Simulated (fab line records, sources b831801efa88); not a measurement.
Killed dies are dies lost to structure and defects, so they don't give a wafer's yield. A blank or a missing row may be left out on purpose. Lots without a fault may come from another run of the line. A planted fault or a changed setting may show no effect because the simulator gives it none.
fab line records | flow gf180mcu
record lots=14 wafers=42 last_day=34
route steps=602 shown STI@3 DNWELL@40 LVPWELL@62
lots that met no fault: from a run of the same line without faults
start_h: hours from the record's first day to the start of the lot's first wafer shown | wait_h: hours since the lot's step before | " the same as in the row above | L1.1+2: a row that stands for several wafers | - no value, or no start given | * or withheld: withheld | < > ~ a bound
route shown NAME@n: a module of which the file shows steps, and the number in the route of the first | usual: mean/standard deviation of fault-free wafers | same: alike in all rows | chamber/n: place in a boat | sites: the reading at each site | _std_site: their standard deviation | _edge_site: outer sites' mean less inner sites' | radius_mm: how far each site lies from the wafer's centre | mask NAME#n: copy n | behind: the tool/chamber that last shaped the wafer | hold: why the lot was held/for how many hours/how that ended | device: the transistor (n, p or np) that didn't switch | end of line: the same wafers' tests at the end of the route | a step without rows: its recipe alone | killed: dies lost to structure and defects at the first sort, not the wafer's yield | map: a wafer's dies, x killed, . not, _ none there
set.NAME: the setting as run; set.NAME@STEP: as run at that earlier step | model.NAME: the simulator's own value behind a step, which no gauge read
steps of the route over a sample of lots; a table a step, a row a wafer
services: from which hour (start_h, from the record's first day; less than 0 if before it) a tool's chamber was out of use, for how many hours, and why
## steps
# step GF_STI_THK_MEAS_02
# recipe reads=SiO2_of_STI_OXIDATION_01
# usual STI_OXIDATION_THK=9.91/0.22
# columns lot.wafer tool chamber start_h wait_h STI_OXIDATION_THK[nm]
L316.2 film_metro-03 - 31.52 0.0 9.87
L316.5 " - " " 10.21
L316.6 " - " " 9.95
L317.1 film_metro-03 - 36.51 0.0 9.76
L317.2 " - " " 9.80
L317.4 " - " " 9.60
L318.1 film_metro-02 - 41.51 0.0 9.81
L318.2 " - " " 9.96
L318.6 " - " " 10.05
L319.1 film_metro-01 - 46.51 0.0 9.89
L319.2 " - " " 10.00
L319.4 " - " " 10.14
L320.1 film_metro-02 - 51.51 0.0 10.15
L320.2 " - " " 9.97
L320.5 " - " " 9.97
L321.1 film_metro-02 - 57.36 0.0 10.17
L321.5 " - " " 10.09
L321.6 " - " " 10.13
L322.2 film_metro-02 - 61.52 0.0 9.84
L322.4 " - " " 9.81
L322.6 " - " " 9.75
L323.2 film_metro-03 - 66.89 0.0 10.13
L323.4 " - " " 9.77
L323.5 " - " " 10.01
L324.2 film_metro-03 - 71.52 0.0 9.95
L324.5 " - " " 9.65
L324.6 " - " " 9.74
L325.2 film_metro-01 - 76.52 0.0 9.75
L325.4 " - " " 9.89
L325.5 " - " " 9.64
L329.2 film_metro-01 - 96.52 0.0 9.70
L329.3 " - " " 9.69
L329.5 " - " " 9.70
L333.1 film_metro-01 - 117.33 0.0 9.97
L333.3 " - " " 9.91
L333.6 " - " " 9.97
L334.1 film_metro-01 - 121.51 0.0 9.92
L334.3 " - " " 9.75
L334.6 " - " " 9.77
L335.1 film_metro-02 - 127.00 0.0 9.66
L335.4 " - " " 10.05
L335.6 " - " " 9.83
# step GF_STI_THK_MEAS_24
# recipe reads=SiO2_of_STI_CVD_23
# usual STI_CVD_23_THK=652/10
# columns lot.wafer tool chamber start_h wait_h STI_CVD_23_THK[nm]
L316.2 film_metro-01 - 48.28 0.0 663
L316.5 " - " " 662
L316.6 " - " " 663
L317.1 film_metro-01 - 53.62 0.0 660
L317.2 " - " " 669
L317.4 " - " " 667
L318.1 film_metro-02 - 58.62 0.0 655
L318.2 " - " " 660
L318.6 " - " " 653
L319.1 film_metro-03 - 63.14 0.0 650
L319.2 " - " " 650
L319.4 " - " " 658
L320.1 film_metro-03 - 68.15 0.0 665
L320.2 " - " " 659
L320.5 " - " " 655
L321.1 film_metro-02 - 75.02 0.0 657
L321.5 " - " " 642
L321.6 " - " " 637
L322.2 film_metro-03 - 78.90 0.0 635
L322.4 " - " " 648
L322.6 " - " " 637
L323.2 film_metro-01 - 84.20 0.0 637
L323.4 " - " " 653
L323.5 " - " " 633
L324.2 film_metro-01 - 89.75 0.0 651
L324.5 " - " " 667
L324.6 " - " " 660
L325.2 film_metro-01 - 94.46 0.0 639
L325.4 " - " " 652
L325.5 " - " " 659
L329.2 film_metro-01 - 114.50 0.0 663
L329.3 " - " " 645
L329.5 " - " " 646
L333.1 film_metro-02 - 136.78 0.1 652
L333.3 " - " " 661
L333.6 " - " " 665
L334.1 film_metro-02 - 141.64 0.0 664
L334.3 " - " " 672
L334.6 " - " " 661
L335.1 film_metro-03 - 145.66 0.0 641
L335.4 " - " " 645
L335.6 " - " " 632
# step GF_DNWELL_STRIP_08
# recipe chemistry=O2/N2 power_w=1400 pressure_mtorr=1500 platen_temp_c=250 o2_flow_sccm=3000 n2_flow_sccm=300 overash_fraction=0.5
# usual drypump_motor_current_A=5.93/0.27 heater_power_w=329/48 oes_product_au=0.723/0.0044 strip_time_to_endpoint_s=36.98/0.089
# columns lot.wafer tool chamber start_h wait_h drypump_motor_current_A heater_power_w oes_product_au rf_hours_counter_h strip_time_to_endpoint_s
L316.2 plasma_asher-01 0 63.80 0.1 6.11 343 0.724 42 36.81
L316.5 " 0 " " 6.10 343 0.715 - 36.80
L316.6 " 1 " " 6.10 267 0.715 - 36.74
L317.1 plasma_asher-02 1 69.37 0.1 5.29 352 0.727 41 37.01
L317.2 " 0 " " 6.10 344 0.726 41 37.03
L317.4 " 1 " " 5.33 354 0.724 - 37.13
L318.1 plasma_asher-01 1 73.45 0.1 6.10 269 0.718 43 36.87
L318.2 " 0 " " 6.12 327 0.726 43 36.90
L318.6 " 1 " " 6.09 280 0.726 - 36.94
L319.1 plasma_asher-01 0 79.07 0.1 6.10 338 0.723 44 37.03
L319.2 " 1 " " 6.12 277 0.727 44 36.97
L319.4 " 0 " " 6.12 341 0.717 - 36.90
L320.1 plasma_asher-04 1 84.82 0.1 5.96 285 0.730 43 36.88
L320.2 " 0 " " 5.78 409 0.718 43 37.00
L320.5 " 1 " " 5.94 281 0.719 - 36.96
L321.1 plasma_asher-01 1 90.97 0.1 6.10 273 0.727 45 37.07
L321.5 " 0 " " 6.10 339 0.728 - 36.97
L321.6 " 1 " " 6.07 272 0.724 - 36.99
L322.2 plasma_asher-02 1 94.15 0.1 5.27 348 0.723 43 36.89
L322.4 " 1 " " 5.30 359 0.733 - 36.93
L322.6 " 0 " " 6.14 346 0.719 - 37.06
L323.2 plasma_asher-04 1 101.78 0.1 5.93 283 0.719 44 37.00
L323.4 " 0 " " 5.80 419 0.714 - 36.89
L323.5 " 1 " " 5.91 282 0.717 - 36.91
L324.2 plasma_asher-02 0 105.77 0.1 6.08 338 0.716 44 37.04
L324.5 " 0 " " 6.12 334 0.724 - 37.08
L324.6 " 1 " " 5.28 353 0.722 - 37.01
L325.2 plasma_asher-01 1 110.40 0.1 6.10 274 0.721 47 36.94
L325.4 " 1 " " 6.09 277 0.722 - 36.89
L325.5 " 0 " " 6.10 340 0.721 - 36.91
L329.2 plasma_asher-04 1 133.15 0.1 5.91 282 0.725 46 37.11
L329.3 " 0 " " 5.78 421 0.716 - 37.05
L329.5 " 1 " " 5.92 285 0.720 - 37.01
L333.1 plasma_asher-04 1 154.10 0.1 5.93 284 0.723 48 37.05
L333.3 " 1 " " 5.93 297 0.725 - 37.12
L333.6 " 1 " " 5.93 280 0.729 - 37.13
L334.1 plasma_asher-01 1 159.27 0.1 6.10 271 0.730 53 36.93
L334.3 " 0 " " 6.12 332 0.728 - 37.04
L334.6 " 0 " " 6.10 341 0.725 - 36.87
L335.1 plasma_asher-02 0 163.82 0.1 6.07 326 0.720 5 36.98
L335.4 " 0 " " 6.13 336 0.721 - 37.00
L335.6 " 0 " " 6.12 327 0.721 - 36.91
# step GF_LVPWELL_IMPLANT_08
# recipe species=B energy_kev=170 dose_cm2=1.5e+13 tilt_deg=0
# usual beam_energy_keV=170.00/0.048 beam_on_s=9.99/0.2
# columns lot.wafer tool chamber start_h wait_h beam_energy_keV beam_on_s
L316.2 implanter-03 0 91.82 0.0 169.91 9.93
L316.5 " 0 " " 169.92 9.93
L316.6 " 0 " " 170.02 10.27
L317.1 implanter-04 0 97.04 0.0 169.96 9.88
L317.2 " 0 " " 170.08 9.89
L317.4 " 0 " " 170.06 10.13
L318.1 implanter-02 0 100.74 0.0 169.95 10.13
L318.2 " 0 " " 169.94 10.25
L318.6 " 0 " " 169.94 10.37
L319.1 implanter-04 0 107.34 0.0 169.99 10.16
L319.2 " 0 " " 169.98 9.69
L319.4 " 0 " " 170.04 9.79
L320.1 implanter-03 0 112.69 0.0 170.01 9.72
L320.2 " 0 " " 170.05 10.10
L320.5 " 0 " " 170.07 9.64
L321.1 implanter-03 0 118.69 0.0 169.96 10.35
L321.5 " 0 " " 170.03 10.01
L321.6 " 0 " " 170.04 9.76
L322.2 implanter-04 0 123.13 0.0 170.00 9.88
L322.4 " 0 " " 170.10 9.96
L322.6 " 0 " " 170.02 9.84
L323.2 implanter-03 0 130.98 0.0 169.99 9.72
L323.4 " 0 " " 170.03 9.97
L323.5 " 0 " " 170.00 10.09
L324.2 implanter-02 0 134.88 0.0 169.95 9.85
L324.5 " 0 " " 170.01 10.26
L324.6 " 0 " " 169.94 9.99
L325.2 implanter-02 0 139.28 0.0 170.02 9.90
L325.4 " 0 " " 169.98 9.97
L325.5 " 0 " " 170.01 10.41
L329.2 implanter-04 0 164.72 0.0 170.01 10.26
L329.3 " 0 " " 169.99 9.68
L329.5 " 0 " " 169.93 9.67
L333.1 implanter-04 - 186.74 0.0 - -
L333.3 " - " " - -
L333.6 " - " " - -
L334.1 implanter-03 - 192.59 0.0 - -
L334.3 " - " " - -
L334.6 " - " " - -
L335.1 implanter-03 0 197.44 0.0 169.91 10.02
L335.4 " 0 " " 169.99 9.74
L335.6 " 0 " " 169.93 10.36
# step GF_LVPWELL_TW_MEAS_11
# usual LVPWELL_TW=558/3.9
# columns lot.wafer tool chamber start_h wait_h LVPWELL_TW
L316.2 film_metro-01 - 92.20 0.1 560
L316.5 " - " " 560
L316.6 " - " " 561
L317.1 film_metro-04 - 97.44 0.1 561
L317.2 " - " " 562
L317.4 " - " " 560
L318.1 film_metro-01 - 101.14 0.1 558
L318.2 " - " " 559
L318.6 " - " " 562
L319.1 film_metro-02 - 107.74 0.1 556
L319.2 " - " " 556
L319.4 " - " " 558
L320.1 film_metro-01 - 113.18 0.2 559
L320.2 " - " " 558
L320.5 " - " " 558
L321.1 film_metro-01 - 119.09 0.1 559
L321.5 " - " " 557
L321.6 " - " " 558
L322.2 film_metro-04 - 123.52 0.1 562
L322.4 " - " " 564
L322.6 " - " " 559
L323.2 film_metro-04 - 131.37 0.1 562
L323.4 " - " " 562
L323.5 " - " " 562
L324.2 film_metro-01 - 135.27 0.1 562
L324.5 " - " " 563
L324.6 " - " " 560
L325.2 film_metro-01 - 139.67 0.1 557
L325.4 " - " " 559
L325.5 " - " " 560
L329.2 film_metro-04 - 165.10 0.1 561
L329.3 " - " " 562
L329.5 " - " " 559
L333.1 film_metro-02 - 187.14 0.1 335
L333.3 " - " " 333
L333.6 " - " " 334
L334.1 film_metro-04 - 192.99 0.1 341
L334.3 " - " " 340
L334.6 " - " " 340
L335.1 film_metro-04 - 197.84 0.1 559
L335.4 " - " " 557
L335.6 " - " " 556
# step GF_VT_IMPLANT_RS_MEAS_48
# recipe thk_meas_gauge=four-point-probe
# usual LVPWELL_RS=1197/3
# columns lot.wafer tool chamber start_h wait_h LVPWELL_RS[ohm/sq]
L316.2 film_metro-01 - 184.14 0.1 1199
L316.5 " - " " 1195
L316.6 " - " " 1201
L317.1 film_metro-01 - 190.17 0.1 1194
L317.2 " - " " 1198
L317.4 " - " " 1199
L318.1 film_metro-02 - 194.71 0.1 1198
L318.2 " - " " 1196
L318.6 " - " " 1196
L319.1 film_metro-02 - 202.45 0.1 1200
L319.2 " - " " 1205
L319.4 " - " " 1197
L320.1 film_metro-02 - 208.39 0.1 1196
L320.2 " - " " 1199
L320.5 " - " " 1201
L321.1 film_metro-01 - 217.74 0.1 1195
L321.5 " - " " 1199
L321.6 " - " " 1194
L322.2 film_metro-02 - 221.82 0.1 1198
L322.4 " - " " 1194
L322.6 " - " " 1194
L323.2 film_metro-01 - 230.24 0.1 1195
L323.4 " - " " 1200
L323.5 " - " " 1198
L324.2 film_metro-01 - 236.28 0.1 1193
L324.5 " - " " 1194
L324.6 " - " " 1198
L325.2 film_metro-02 - 240.49 0.1 1202
L325.4 " - " " 1203
L325.5 " - " " 1201
L329.2 film_metro-01 - 273.51 0.1 1193
L329.3 " - " " 1192
L329.5 " - " " 1194
L333.1 film_metro-01 - 296.89 0.1 3818
L333.3 " - " " 3822
L333.6 " - " " 3821
L334.1 film_metro-01 - 305.47 0.1 3783
L334.3 " - " " 3796
L334.6 " - " " 3805
L335.1 film_metro-04 - 310.46 0.1 1196
L335.4 " - " " 1195
L335.6 " - " " 1195
## services
# columns tool chamber start_h hours kind
plasma_asher-01 - 51.25 0.5 repair
plasma_asher-04 - 56.73 15.6 pm
plasma_asher-02 - 73.15 1.3 repair
plasma_asher-04 - 93.43 3.9 repair
plasma_asher-01 - 101.00 1.8 repair
plasma_asher-02 - 108.75 9.0 pm
plasma_asher-02 0 108.75 9.0 vent_cycle
plasma_asher-02 1 108.75 9.0 vent_cycle
plasma_asher-04 - 109.79 14.6 pm
plasma_asher-02 0 117.75 - clean
plasma_asher-02 1 117.75 - clean
implanter-03 - 125.36 5.2 repair
plasma_asher-02 - 171.07 15.6 pm
implanter-03 - 180.94 4.2 repair
## key
first_sign step=GF_LVPWELL_IMPLANT_08 reading=tool_record direction=missing
effect step=GF_LVPWELL_TW_MEAS_11 reading=LVPWELL_TW direction=down sigmas=57 usual=558 struck=337
effect step=GF_VT_IMPLANT_RS_MEAS_48 reading=LVPWELL_RS direction=up sigmas=99+ usual=1197 struck=3808
met_at GF_LVPWELL_IMPLANT_08
struck_lots L333,L334
later_rows_left_out L333.1,L333.3,L333.6,L334.1,L334.3,L334.6
sort_left_out L333.1,L333.3,L333.6,L334.1,L334.3,L334.6
tester_left_out L333,L334
not_acting_at GF_STI_THK_MEAS_02,GF_STI_THK_MEAS_24,GF_DNWELL_STRIP_08
onset_between 164.72 186.74
fault kind=skipped_step_whole tool=implanter-03,implanter-04 chamber=- onset_h=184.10 steps=GF_LVPWELL_IMPLANT_08 scope=struck_lots_only
# tester_left_out: of these lots the tester's yield and bins aren't shown, on N5 and GAA mostly nor the transistor test; their killed dies are dies lost to structure and defects alone, not to doping, threshold or leakage, so they don't give the yield
# sort_left_out: the simulated sort isn't trusted on such a fault, so these wafers' sort isn't shown, and their yield isn't known
# later_rows_left_out: the simulator's readings of these wafers behind a module that went badly wrong aren't trusted and aren't shown, but for the sort
